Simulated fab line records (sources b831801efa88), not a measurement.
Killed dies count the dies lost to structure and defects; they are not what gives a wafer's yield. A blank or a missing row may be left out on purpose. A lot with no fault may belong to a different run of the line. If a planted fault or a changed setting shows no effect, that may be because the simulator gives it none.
A lot that was struck, set against a sound lot    flow sfq-line    24 out of 325 route steps
Sound: wafers L627.1, L627.2, L627.4. Wafers struck: L634.4, L634.5, L634.6. The cause is given at the end.
Each step with rows lists, per side, the tool, then ch with its chambers, then its first start. Under that, the readings that differ: sound wafers    struck wafers    difference of the means    sigmas: that difference in standard deviations of wafers without a fault.
alike: words and numbers the same on both sides, and readings whose means are apart by under 2 such deviations; not compared: readings that were withheld, readings missing a value for some wafer, numbers with overlapping values and no deviation given by the record, and bounds like >300 which may hide the same value.
The two part at a step that has a row with sigmas, a row that says differs or no value, or rows on one side only. When numbers do not overlap yet have no deviation, they are printed without sigmas and do not part them. Lack of a reading on every wafer of one side parts them only where that side has two or more wafers.

first, 6 steps without rows for these wafers: SFQ_TRILAYER_C5_LITHO_COAT_156 (resist thk 62 nm); SFQ_TRILAYER_C5_LITHO_COAT_151 (resist thk 650 nm); SFQ_TRILAYER_C5_LITHO_SOFTBAKE_155; SFQ_TRILAYER_C5_LITHO_EXPOSE_152 (exposes mask C5, target cd 500 nm); SFQ_TRILAYER_C5_LITHO_PEB_154 (peb time 60 s); SFQ_TRILAYER_C5_LITHO_DEVELOP_153 (time 60 s).
SFQ_C5_OVL_MEAS_937:
  sound on overlay-02, day 63 00:11; struck on overlay-02, day 74 10:25
  alike: C5_OVL
SFQ_TRILAYER_C5_BARC_OPEN_VIA_ETCH_210: etches BARC in O2, target depth 125 nm, time 40.57 s.
  sound on rie-diel-01 ch 1,2,3, day 63 00:13; struck on rie-diel-02 ch 2,3, day 74 10:26
  alike: drypump-motor-current-A, oes-product-au
  not compared: rf-hours-counter-h
SFQ_TRILAYER_C5_ETCH_VIA_ETCH_154: etches SiO2 in CHF3, stops on Nb, target depth 84 nm.
  sound on rie-diel-01 ch 1,2,3, day 63 00:16; struck on rie-diel-02 ch 2,3, day 74 10:29
  alike: drypump-motor-current-A, oes-product-au
SFQ_TRILAYER_C5_STRIP_STRIP_155: strips in O2.
  sound on rie-metal-04 ch 0,1, day 63 00:18; struck on rie-metal-02 ch 0,1, day 74 10:44
  alike: drypump-motor-current-A, he-backside-leak-sccm, oes-product-au
  not compared: rf-hours-counter-h
then, 2 steps without rows for these wafers: SFQ_TRILAYER_C5_STRIP_SOLV_CLEAN_156 (cleans in NMP, time 600 s); SFQ_TRILAYER_M6_DEP_PRE_CLEAN_158 (time 22.5 s).
SFQ_TRILAYER_M6_DEP_SPUTTER_157: material Nb, target thk 200 nm, time 133.3 s.
  sound on pvd-sputter-04, day 63 01:07; struck on pvd-sputter-05, day 74 11:21
  no value came back on the struck wafers for base-pressure-pa (Pa), cathode-dc-power-W (W), throttle-valve-pct (%); on the sound wafers base-pressure-pa (Pa) reads 1.35e-06 1.45e-06 1.36e-06
SFQ_M6_RS_MEAS_938: measurement is done with a four-point probe.
  sound on film-metro-02, day 63 01:12; struck on film-metro-01, day 74 11:30
reading            sound              struck  difference                     sigmas
M6_NB_RS (ohm/sq)  0.911 0.907 0.904  - - -   no value on the struck wafers  
then, 6 steps without rows for these wafers: SFQ_TRILAYER_M6_LITHO_COAT_164 (resist thk 62 nm); SFQ_TRILAYER_M6_LITHO_COAT_159 (resist thk 603.2 nm); SFQ_TRILAYER_M6_LITHO_SOFTBAKE_163; SFQ_TRILAYER_M6_LITHO_EXPOSE_160 (exposes mask M6, target cd 500 nm); SFQ_TRILAYER_M6_LITHO_PEB_162 (peb time 60 s); SFQ_TRILAYER_M6_LITHO_DEVELOP_161 (time 60 s).
SFQ_M6_OVL_MEAS_940:
  sound on overlay-02, day 68 15:22; struck on overlay-01, day 74 14:03
  alike: M6_OVL
SFQ_TRILAYER_M6_BARC_OPEN_METAL_ETCH_206: etches BARC in O2, target depth 125 nm, time 41.7 s.
  sound on rie-metal-04 ch 0,1, day 68 15:24; struck on rie-metal-03 ch 0,1, day 74 14:05
  alike: drypump-motor-current-A, he-backside-leak-sccm, oes-product-au
  not compared: rf-hours-counter-h
SFQ_TRILAYER_M6_ETCH_METAL_ETCH_162: etches Nb in Cl2/Ar, stops on SiO2, target depth 240 nm, time 120 s.
  sound on rie-metal-04 ch 0,1, day 68 15:28; struck on rie-metal-03 ch 0,1, day 74 14:10
reading                sound              struck             difference  sigmas
oes-product-au (a.u.)  0.881 0.888 0.884  0.374 0.375 0.378  -0.509      -78
  alike: drypump-motor-current-A, he-backside-leak-sccm
  not compared: rf-hours-counter-h
SFQ_TRILAYER_M6_STRIP_STRIP_163: strips in O2.
  sound on rie-metal-04 ch 0,1, day 68 15:35; struck on rie-metal-03 ch 0,1, day 74 14:27
  alike: drypump-motor-current-A, he-backside-leak-sccm, oes-product-au
  not compared: rf-hours-counter-h

## WHERE THEY PART
Earliest at SFQ_TRILAYER_M6_DEP_SPUTTER_157; latest, in this record, at SFQ_TRILAYER_M6_ETCH_METAL_ETCH_162. Later steps at which nothing parts them and some readings are alike: SFQ_TRILAYER_M6_STRIP_STRIP_163.

WHY: whatever the simulator had introduced
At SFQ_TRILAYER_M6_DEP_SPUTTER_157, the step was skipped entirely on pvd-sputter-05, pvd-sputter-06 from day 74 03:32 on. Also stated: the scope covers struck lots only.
